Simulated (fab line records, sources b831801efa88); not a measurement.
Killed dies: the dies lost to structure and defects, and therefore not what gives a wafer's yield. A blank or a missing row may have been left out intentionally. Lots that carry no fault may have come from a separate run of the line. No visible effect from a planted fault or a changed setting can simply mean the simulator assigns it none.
A struck lot beside a sound one + flow gf180mcu + 44 steps out of a route of 602
Sound: these wafers, L733.1, L733.2, L733.3. Wafers L740.1, L740.3, L740.5 were the ones struck. The cause is given at the end.
Each step with rows lists, per side, the tool, then ch with its chambers, then its first start. Under that, the readings that differ: sound wafers + struck wafers + difference of the means + sigmas: that difference in standard deviations of wafers without a fault.
alike: readings whose means differ by less than 2 such deviations, and words and numbers that are the same on both sides. not compared: withheld readings, readings that some wafer has no value for, bounds like >300 that may hide the same value, and numbers for which the record gives no deviation and whose values overlap.
A row with sigmas, a row that says differs or no value, or rows on one side alone: a step with any of these is where the two part. Numbers that don't overlap but have no deviation are shown without sigmas and don't part them. A reading that every wafer of one side lacks parts them only if that side has two wafers or more.

first, 5 steps without rows for these wafers: GF_HV_LDD_COAT_02 (resist thk 1000 nm); GF_HV_LDD_SOFTBAKE_03 (time 60 s); GF_HV_LDD_EXPOSE_04 (exposes mask Nplus LV AREA, target cd 400 nm); GF_HV_LDD_PEB_05; GF_HV_LDD_DEVELOP_06 (develop time 60 s).
GF_HV_LDD_CD_MEAS_07: target cd 400 nm.
  sound: cd sem-01 at day 11 17:49; struck: cd sem-02 at day 14 05:09
  alike: cd nm
GF_HV_LDD_OVL_MEAS_08:
  sound: overlay-02 at day 11 17:56; struck: overlay-01 at day 14 05:16
  alike: HV_LDD_OVL
next, for these wafers, 1 step has no rows: GF_HV_LDD_IMPLANT_09.
GF_HV_LDD_STRIP_10: strips in O2/N2.
  sound on plasma asher-03 ch 0,1, day 11 18:07; struck on plasma asher-01 ch 0, day 14 05:28
  alike: drypump motor current A, heater power w, oes product au, strip time to endpoint s
  not compared: rf hours counter h
GF_HV_LDD_TW_MEAS_11:
  sound: film metro-02 at day 11 18:13; struck: film metro-02 at day 14 05:34
  alike: HV_LDD_TW
then, 2 steps without rows for these wafers: GF_HV_LDD_DEHYDRATE_12 (time 60 s); GF_HV_LDD_HMDS_13 (prime time 60 s).
GF_HV_LDD_COAT_14: resist thk 1000 nm.
  sound on litho track-01 ch 0, day 12 03:03; struck on litho track-01, day 14 15:39
  no value came back on the struck wafers for chill plate temp C (C), dispense pressure kPa (kPa); on the sound wafers chill plate temp C (C) reads 23.12 23.25 23.07
then, 4 steps without rows for these wafers: GF_HV_LDD_SOFTBAKE_15 (time 60 s); GF_HV_LDD_EXPOSE_16 (exposes mask Pplus LV AREA, target cd 400 nm); GF_HV_LDD_PEB_17; GF_HV_LDD_DEVELOP_18 (develop time 60 s).
GF_HV_LDD_CD_MEAS_19: target cd 400 nm.
  sound: cd sem-02 at day 12 13:27; struck: cd sem-01 at day 15 02:06
| reading    | sound             | struck | difference                    | sigmas |
|------------|-------------------|--------|-------------------------------|--------|
| cd nm (nm) | 403.4 402.5 402.9 | - - -  | no value on the struck wafers |        |
GF_HV_LDD_OVL_MEAS_20:
  sound: overlay-01 at day 12 13:34; struck: overlay-02 at day 15 02:13
| reading            | sound         | struck | difference                    | sigmas |
|--------------------|---------------|--------|-------------------------------|--------|
| HV_LDD_01_OVL (nm) | 0.5 -0.9 -0.3 | - - -  | no value on the struck wafers |        |
next, for these wafers, 1 step has no rows: GF_HV_LDD_IMPLANT_21.
GF_HV_LDD_STRIP_22: strips in O2/N2.
  sound on plasma asher-02 ch 0,1, day 12 13:46; struck on plasma asher-02 ch 0,1, day 15 02:24
  no value came back on the struck wafers for oes product au (a.u.), strip time to endpoint s (s); on the sound wafers oes product au (a.u.) reads 0.716 0.722 0.715
  alike: drypump motor current A, heater power w
  not compared: rf hours counter h
GF_HV_LDD_TW_MEAS_23:
  sound: film metro-02 at day 12 13:52; struck: film metro-02 at day 15 02:30
  alike: HV_LDD_2_TW
then, 7 steps without rows for these wafers: GF_HV_LDD_DEHYDRATE_24 (time 60 s); GF_HV_LDD_HMDS_25 (prime time 60 s); GF_HV_LDD_COAT_26 (resist thk 1000 nm); GF_HV_LDD_SOFTBAKE_27 (time 60 s); GF_HV_LDD_EXPOSE_28 (exposes mask Nplus HV AREA, target cd 400 nm); GF_HV_LDD_PEB_29; GF_HV_LDD_DEVELOP_30 (develop time 60 s).
GF_HV_LDD_CD_MEAS_31: target cd 400 nm.
  sound: cd sem-02 at day 13 09:58; struck: cd sem-01 at day 16 00:03
  alike: cd nm
GF_HV_LDD_OVL_MEAS_32:
  sound: overlay-02 at day 13 10:05; struck: overlay-01 at day 16 00:10
  alike: HV_LDD_02_OVL
then, 4 steps without rows for these wafers: GF_HV_LDD_IMPLANT_33; GF_HV_LDD_IMPLANT_34; GF_HV_LDD_IMPLANT_35; GF_HV_LDD_IMPLANT_36.
GF_HV_LDD_STRIP_37: strips in O2/N2.
  sound on plasma asher-03 ch 0,1, day 13 10:43; struck on plasma asher-02 ch 0,1, day 16 00:49
  alike: drypump motor current A, heater power w, oes product au, strip time to endpoint s
  not compared: rf hours counter h
GF_HV_LDD_TW_MEAS_38:
  sound: film metro-02 at day 13 10:49; struck: film metro-02 at day 16 00:55
| reading     | sound          | struck         | difference | sigmas |
|-------------|----------------|----------------|------------|--------|
| HV_LDD_3_TW | 1445 1450 1437 | 1607 1614 1612 | +167       | +18    |
then, 5 steps without rows for these wafers: GF_HV_LDD_DEHYDRATE_39 (time 60 s); GF_HV_LDD_HMDS_40 (prime time 60 s); GF_HV_LDD_COAT_41 (resist thk 1000 nm); GF_HV_LDD_SOFTBAKE_42 (time 60 s); GF_HV_LDD_EXPOSE_43 (exposes mask Pplus HV AREA, target cd 400 nm).
GF_HV_LDD_TW_MEAS_50:
  sound: film metro-04 at day 14 07:55; struck: film metro-02 at day 16 22:54
| reading     | sound       | struck         | difference | sigmas      |
|-------------|-------------|----------------|------------|-------------|
| HV_LDD_4_TW | 567 568 570 | 1118 1120 1114 | +549       | +99 or more |
-- the record jumps here: 16 days lie between the struck wafers' starts before and after (it left off in module HV_LDD and takes up again in module PASSIVATION, whose first step shown is number 602 of the route) --
GF_PASSIVATION_PROBE_99:
  record: rows for the struck wafers here (prober-01, day 32 18:08), none for the sound ones

== WHERE THEY PART ==
At GF_HV_LDD_COAT_14 first; at GF_PASSIVATION_PROBE_99 last (within this record only).

WHY: the cause the simulator had injected
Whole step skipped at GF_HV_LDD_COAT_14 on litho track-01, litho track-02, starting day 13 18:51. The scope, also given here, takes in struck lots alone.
